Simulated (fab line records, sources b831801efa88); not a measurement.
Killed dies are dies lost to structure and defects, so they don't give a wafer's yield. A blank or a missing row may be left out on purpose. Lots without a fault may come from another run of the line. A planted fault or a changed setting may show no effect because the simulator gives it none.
A struck lot beside a sound one | flow gf180mcu | 15 steps out of a route of 602
Sound: wafers L269.2, L269.3, L269.5. Struck: wafers L284.1, L284.3, L284.6. The cause comes at the end.
At each step with rows: each side's tool, then ch and its chambers, then its first start. Under that, the readings that differ: sound wafers | struck wafers | difference of the means | sigmas: that difference in standard deviations of wafers without a fault.
alike: readings whose means differ by less than 2 such deviations, and words and numbers that are the same on both sides. not compared: withheld readings, readings that some wafer has no value for, bounds like >300 that may hide the same value, and numbers for which the record gives no deviation and whose values overlap.
The two part at a step that has a row with sigmas, a row that says differs or no value, or rows on one side only. Numbers that don't overlap but have no deviation are shown without sigmas and don't part them. A reading that every wafer of one side lacks parts them only if that side has two wafers or more.

GF_M1_SPUTTER_01: material TiN, target thk 30 nm, time 25 s.
  sound on pvd_sputter-04, day 16 22:37; struck on pvd_sputter-04, day 22 09:46
  alike: throttle_valve_pct
GF_M1_SPUTTER_02: material AlCu, target thk 450 nm, time 23.9 s.
  sound on pvd_sputter-04, day 16 22:39; struck on pvd_sputter-04, day 22 09:48
  alike: throttle_valve_pct
GF_M1_SPUTTER_03: material Ti, target thk 10 nm, time 6.7 s.
  sound on pvd_sputter-04, day 16 22:41; struck on pvd_sputter-04, day 22 09:50
  alike: throttle_valve_pct
GF_M1_SPUTTER_04: material TiN, target thk 50 nm, time 41.7 s.
  sound on pvd_sputter-04, day 16 22:42; struck on pvd_sputter-04, day 22 09:51
  alike: throttle_valve_pct
GF_M1_RS_MEAS_05: measures by four-point-probe.
  sound on film_metro-03, day 16 22:46; struck on film_metro-02, day 22 09:53
  alike: M1_ALCU_RS
GF_M1_THK_MEAS_06: measures by xrf.
  sound on film_metro-03, day 16 22:52; struck on film_metro-02, day 22 10:01
  alike: M1_ALCU_THK
then, 6 steps without rows for these wafers: GF_M1_DEHYDRATE_07 (time 60 s); GF_M1_HMDS_08 (prime time 60 s); GF_M1_COAT_09 (resist thk 1000 nm); GF_M1_SOFTBAKE_10 (time 60 s); GF_M1_EXPOSE_11 (exposes mask Metal1, target cd 230 nm); GF_M1_PEB_12 (peb time 90 s).
GF_M1_DEVELOP_13: develop time 60 s.
  sound on litho_track-02 ch 0, day 17 21:09; struck on litho_track-02 ch 0, day 23 08:31
  reading              | sound             | struck            | difference | sigmas
  developer_temp_C (C) | 20.85 20.88 20.93 | 21.99 22.07 22.00 | +1.13      | +10
  alike: exhaust_pa
GF_M1_CD_MEAS_14: target cd 230 nm.
  sound on cd_sem-01, day 17 21:17; struck on cd_sem-02, day 23 08:40
  alike: cd_nm
-- the record jumps here: 10 days lie between the struck wafers' starts before and after (it left off in module M1 and takes up again in module PASSIVATION, whose first step shown is number 602 of the route) --
GF_PASSIVATION_PROBE_99:
  the record has rows for the struck wafers here (prober-01, day 33 18:17) and none for the sound ones

WHERE THEY PART
First at GF_M1_DEVELOP_13; last, within this record, at GF_PASSIVATION_PROBE_99.

WHY: what the simulator had put in
Process parameter drift: litho_track-02, from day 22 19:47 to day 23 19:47, at GF_M1_DEVELOP_13. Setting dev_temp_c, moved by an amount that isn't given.
